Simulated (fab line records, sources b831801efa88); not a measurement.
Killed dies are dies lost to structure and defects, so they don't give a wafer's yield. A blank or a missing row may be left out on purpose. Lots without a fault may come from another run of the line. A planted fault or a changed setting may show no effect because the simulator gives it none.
Chamber matching | flow gf180mcu | GF_CONTACT_CMP_27 on cmp-02: 4 sister chambers
The step polishes, stops on SiO2, t overpolish 15 s, target thk 0 nm. 14 wafers are shown with their chamber, then 6 later ones without.

WAFERS WITH THEIR CHAMBER
wafer  | chamber | motor_current_A (A) | time_to_endpoint_s (s) | slurry_flow_ml_min
L794.2 | 3       | 9.8                 | 67                     | 150.2
L794.4 | 0       | 11.0                | 72                     | 149.7
L794.5 | 1       | 12.7                | 72                     | 149.6
L795.1 | 1       | 12.1                | 70                     | 149.1
L795.3 | 2       | 13.6                | 78                     | 150.0
L795.5 | 2       | 13.3                | 76                     | 149.4
L796.3 | 2       | 13.4                | 78                     | 149.7
L796.5 | 0       | 11.2                | 73                     | 150.2
L796.6 | 3       | 10.1                | 71                     | 149.9
L799.1 | 2       | 13.8                | 77                     | 150.0
L799.3 | 0       | 11.6                | 76                     | 149.7
L799.5 | 3       | 9.3                 | 71                     | 150.0
L808.3 | 3       | 10.0                | 71                     | 149.7
L808.5 | 0       | 11.2                | 75                     | 150.3

SIGNATURES (means of the wafers above)
reading            | chamber 0 | chamber 1 | chamber 2 | chamber 3 | scatter within a chamber
motor_current_A    | 11.250    | 12.400    | 13.525    | 9.800     | 0.3
time_to_endpoint_s | 74.00     | 71.00     | 77.25     | 70.00     | 1.64
slurry_flow_ml_min | 149.975   | 149.350   | 149.775   | 149.950   | 0.285
Rule: a wafer's distance from a chamber is the root of the sum, over the readings, of the square of ((its reading less the chamber's mean) divided by the reading's scatter). The wafer belongs to the nearest chamber; if the next one is less than 2 further off, it can't be placed. The scatter: the root of (the sum of the squares of (reading less its chamber's mean) over the shown wafers, divided by (wafers less chambers)).

WAFERS WITHOUT THEIR CHAMBER
wafer  | motor_current_A (A) | time_to_endpoint_s (s) | slurry_flow_ml_min
L810.1 | 12.3                | 76                     | 150.4
L810.3 | 10.7                | 74                     | 150.3
L810.4 | 9.8                 | 73                     | 150.8
L813.3 | 13.1                | 80                     | 151.1
L813.4 | 12.4                | 73                     | 150.1
L813.6 | 13.9                | 75                     | 150.1

WHICH CHAMBER EACH WENT THROUGH
wafer  | from the rows above          | in truth
L810.1 | can't be placed: 0 or 2 or 1 | 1
L810.3 | can't be placed: 0 or 3      | 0
L810.4 | 3                            | 3
L813.3 | 2                            | 2
L813.4 | can't be placed: 1 or 0 or 2 | 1
L813.6 | 2                            | 2
Placed correctly: 3 of 6. Can't be placed from these rows: 3 (the true chamber is among the candidates in 3). Placed wrongly: 0.
